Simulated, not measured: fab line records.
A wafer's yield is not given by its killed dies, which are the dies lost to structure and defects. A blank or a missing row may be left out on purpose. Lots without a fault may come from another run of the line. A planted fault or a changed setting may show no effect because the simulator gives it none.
Split-lot experiment | flow gf180mcu | 23 wafers read from 5 lots, route of 602 steps

THE SPLIT ITSELF
At GF_V3_EXPOSE_11 (exposes mask Via3, target cd 260 nm), the setting dose_mj was moved away from the recipe's 38 on 10 of the 23 wafers read, by -3.8% to +5.8%. For the rest of the wafers, this setting stayed at what the recipe calls for.

FROM THE SPLIT TO THE READING: what the file shows between them, 2 steps
- GF_V3_PEB_12: peb time 90 s
- GF_V3_DEVELOP_13: develop time 60 s

THE READING
cd_nm at GF_V3_CD_MEAS_14, given in nm (cd target 260 nm). Typical for fault-free wafers on this fab line: 260.3 nm, with standard deviation 0.92 nm.

wafer  | tool, chamber at the split | dose_mj as run | against the recipe | cd_nm, nm | against lot-mates on the recipe
L077.1 | krf_scanner-02, 0          | 36.54          | -3.8%              | 254.3     | -6.9
L077.2 | krf_scanner-02, 0          | 36.54          | -3.8%              | 255.0     | -6.2
L077.4 | krf_scanner-02, 0          | 38             | recipe             | 261.1     | -
L077.5 | krf_scanner-02, 0          | 38             | recipe             | 261.4     | -
L077.6 | krf_scanner-02, 0          | 36.54          | -3.8%              | 255.6     | -5.7
L079.1 | krf_scanner-02, 0          | 38             | recipe             | 259.2     | -
L079.2 | krf_scanner-02, 0          | 38             | recipe             | 259.0     | -
L079.3 | krf_scanner-02, 0          | 39.44          | +3.8%              | 265.1     | +5.9
L079.4 | krf_scanner-02, 0          | 39.44          | +3.8%              | 265.2     | +6.0
L079.5 | krf_scanner-02, 0          | 38             | recipe             | 259.3     | -
L080.2 | krf_scanner-02, 0          | 40             | +5.3%              | 268.1     | +7.7
L080.3 | krf_scanner-02, 0          | 40             | +5.3%              | 269.0     | +8.6
L080.4 | krf_scanner-02, 0          | 38             | recipe             | 259.4     | -
L080.5 | krf_scanner-02, 0          | 38             | recipe             | 260.7     | -
L080.6 | krf_scanner-02, 0          | 38             | recipe             | 261.1     | -
L081.1 | krf_scanner-01, 0          | 38             | recipe             | 260.8     | -
L081.2 | krf_scanner-01, 0          | 40.22          | +5.8%              | 268.9     | +7.8
L081.3 | krf_scanner-01, 0          | 38             | recipe             | 261.4     | -
L081.4 | krf_scanner-01, 0          | 40.22          | +5.8%              | 269.1     | +8.0
L081.5 | krf_scanner-01, 0          | 40.22          | +5.8%              | 269.8     | +8.7
L082.2 | krf_scanner-01, 0          | 38             | recipe             | 260.2     | -
L082.5 | krf_scanner-01, 0          | 38             | recipe             | 259.6     | -
L082.6 | krf_scanner-01, 0          | 38             | recipe             | 260.4     | -

THE FIT
A straight line over all 23 wafers: cd_nm changes by +1.48 nm for each +1% of dose_mj; r = +0.99; the points scatter about the line by 0.79 nm.
The same after taking each lot's own level away (the mean of its wafers on the recipe; 23 wafers): +1.51 nm for each +1%; r = +0.99; scatter 0.53 nm.
That fit puts the effect of the largest move of dose_mj on the reading at 8.8 nm.
From 259.17 to 261.25 nm: that is the span of the lots' own levels, equal to 2.3 times the standard deviation above.
The two slopes agree, so the slope changes little with the lot-to-lot level.
Check: for one of the wafers moved furthest among these (+5.8%), held out of the fit, the line's prediction against its lot-mates is +8.9 nm. It came out at +7.8 nm against them.

THESE WAFERS: OTHER SPLITS
Other splits were also applied to these wafers ahead of the reading. Each is held against what the fit with the lots' levels taken away leaves over:
other split on the same wafers       | wafers away from the commonest value | r with cd_nm (lot level and that fit taken away)
GF_V2_SPUTTER_22 chamber_pressure_pa | 15                                   | +0.35
GF_V2_CVD_23 temp_c                  | 8                                    | -0.22
GF_M3_SPUTTER_04 time_s              | 8                                    | +0.06
GF_V3_CVD_02 time_s                  | 5                                    | +0.02

THE WHOLE CHAIN: every reading that the file lists as answering this split, in the file's order
step             | what it does                                                 | reading                                                   | change (the file's fit)              | r (the file's)
GF_V3_CD_MEAS_14 | target cd 260 nm                                             | cd_nm                                                     | +1.51 nm for each +1% of the setting | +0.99
GF_V3_ETCH_16    | etches BARC in N2/H2                                         | V3.cd_nm (the simulator's own value, which no gauge read) | +1.47 nm for each +1% of the setting | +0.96
GF_V3_ETCH_17    | etches SiO2 in C4F8/O2/Ar, stops on TiN, target depth 635 nm | V3.cd_nm (the simulator's own value, which no gauge read) | +1.45 nm for each +1% of the setting | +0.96

THE FILE'S OWN FIT
cd_nm changes by +1.51 nm for each +1% of dose_mj, r = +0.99.
